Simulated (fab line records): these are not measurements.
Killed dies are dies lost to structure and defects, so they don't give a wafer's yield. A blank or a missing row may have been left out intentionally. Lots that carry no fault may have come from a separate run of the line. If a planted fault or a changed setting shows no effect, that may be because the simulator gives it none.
A single fault, viewed from 2 desks / flow gf180mcu / each desk has only its own numbers; what lay behind them comes last

== FOR THE TOOL OWNER'S DESK: litho_track-03 ==
The tool's own readings at GF_HV_LDD_COAT_41 (resist thk 1000 nm): means of the sampled wafers that have a number, for each lot that ran on this tool. Any lot whose mean is over 4 standard deviations away from the usual mean is out of limits and marked OUT; that distance is given in the brackets.
Columns: A = chill_plate_temp_C at GF_HV_LDD_COAT_41, usual 23.01 C; B = spin_speed_rpm at GF_HV_LDD_COAT_41, usual 3000.1 rpm
lot=L952; first seen here=day 12 22:58; A=22.94; B=2998.9
lot=L953; first seen here=day 13 09:13; A=23.06; B=3000.8
lot=L954; first seen here=day 13 17:18; A=22.87; B=2518.5 (-99 or more) OUT
lot=L956; first seen here=day 14 09:45; A=23.06; B=2517.0 (-99 or more) OUT
lot=L965; first seen here=day 17 05:19; A=23.02; B=2997.3
lot=L969; first seen here=day 18 14:40; A=22.96; B=3000.2
This desk finds L954, L956 out of limits, L954 being first, at day 13 17:18 (spin_speed_rpm at GF_HV_LDD_COAT_41). In limits: L952, L953, L965, L969.

== THE METROLOGY DESK ==
Means of the sampled wafers that have a number, per lot and without regard to the tool the lot ran on: this is what the gauges read. Any lot whose mean is over 4 standard deviations away from the usual mean is out of limits and marked OUT; that distance is given in the brackets.
Columns: A = MVSD_RS at GF_VT_IMPLANT_RS_MEAS_46, usual 457.8 ohm/sq; B = cd_nm at GF_HV_LDD_CD_MEAS_46, usual 402.6 nm; C = NSD_OVL at GF_NSD_OVL_MEAS_08, usual -0.1 nm
lot=L952; first seen here=day 8 10:44; A=458.1; B=398.7; C=-1.5
lot=L953; first seen here=day 8 18:40; A=458.6; B=400.7; C=-2.0
lot=L954; first seen here=day 9 01:04; A=457.1; B=392.1 (-4.2) OUT; C=-0.6
lot=L956; first seen here=day 9 13:49; A=458.5; B=396.8; C=0.3
lot=L964; first seen here=day 11 19:47; A=457.2; B=399.2; C=0.3
lot=L965; first seen here=day 12 02:08; A=455.0; B=402.9; C=-1.5
lot=L966; first seen here=day 12 08:43; A=458.2; B=401.1; C=-0.1
lot=L968; first seen here=day 12 23:31; A=458.5; B=403.0; C=0.6
lot=L969; first seen here=day 13 06:08; A=457.2; B=400.8; C=-0.4
lot=L970; first seen here=day 13 13:00; A=457.6; B=406.4; C=-0.4
lot=L971; first seen here=day 13 20:06; A=457.4; B=400.9; C=-0.0
lot=L972; first seen here=day 14 00:25; A=458.6; B=404.6; C=-0.0
This desk finds L954 out of limits, L954 being first, at day 14 03:47 (cd_nm at GF_HV_LDD_CD_MEAS_46). In limits: L952, L953, L956, L964, L965, L966, L968, L969, L970, L971, L972.

== PUT TOGETHER ==
An alarm could have come from the tool owner's desk at day 13 17:18, on L954, L956.
L954 would have let the metrology desk raise an alarm at day 14 03:47.
The metrology desk holds a record of L956, inside its limits.
Of the lots named, all ran GF_HV_LDD_COAT_41 on litho_track-03.

== WHAT HAD BEEN PUT IN BY THE SIMULATOR ==
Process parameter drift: litho_track-03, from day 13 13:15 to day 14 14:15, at GF_HV_LDD_COAT_41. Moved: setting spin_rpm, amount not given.
Lots struck among those shown: L954, L956.
Time in hours from fault onset to the first out-of-limits reading at each desk: tool owner's desk 4, metrology desk 15.
